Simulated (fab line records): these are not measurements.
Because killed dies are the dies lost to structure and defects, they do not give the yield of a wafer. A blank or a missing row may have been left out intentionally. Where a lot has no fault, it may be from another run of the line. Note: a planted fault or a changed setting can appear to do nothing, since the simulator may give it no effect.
Chamber matching / flow sky130 / SKY_CONTACT_CVD_00 on pecvd-04: 3 sister chambers
The step deposits Si3N4, target thk 75 nm. 3 wafers are shown with their chamber, then 8 later ones without.

## WAFERS WITH THEIR CHAMBER
wafer=L084.4; chamber=1; heaterPowerW (W)=788
wafer=L089.5; chamber=0; heaterPowerW (W)=687
wafer=L091.2; chamber=2; heaterPowerW (W)=754

## WAFERS WITHOUT THEIR CHAMBER
wafer=L091.4; heaterPowerW (W)=767
wafer=L091.5; heaterPowerW (W)=685
wafer=L094.3; heaterPowerW (W)=631
wafer=L094.4; heaterPowerW (W)=634
wafer=L094.5; heaterPowerW (W)=804
wafer=L097.1; heaterPowerW (W)=665
wafer=L097.5; heaterPowerW (W)=685
wafer=L097.6; heaterPowerW (W)=657

## CHAMBER TAKEN BY EACH
wafer=L091.4; from the rows above=can't be placed: 2 or 1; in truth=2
wafer=L091.5; from the rows above=0; in truth=0
wafer=L094.3; from the rows above=0; in truth=0
wafer=L094.4; from the rows above=0; in truth=0
wafer=L094.5; from the rows above=can't be placed: 1 or 2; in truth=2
wafer=L097.1; from the rows above=0; in truth=0
wafer=L097.5; from the rows above=0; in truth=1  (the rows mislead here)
wafer=L097.6; from the rows above=0; in truth=0
Correct placement for 5 of the 8. From these rows, 2 cannot be placed; in 2 the true chamber is one of the candidates. Wrongly placed: 1.
How it was worked out, from the rows above alone: a wafer's distance from a chamber is the root of the sum, over the readings, of the square of ((its reading less the chamber's mean) divided by the reading's scatter). If the next closest chamber is less than 2 further off than the closest, the wafer can't be placed; otherwise it belongs to the closest. A chamber's mean is the mean of its shown wafers. The scatter: with one shown wafer a chamber, the root of the mean of the squares of how far each hidden wafer lies from its nearest shown one.
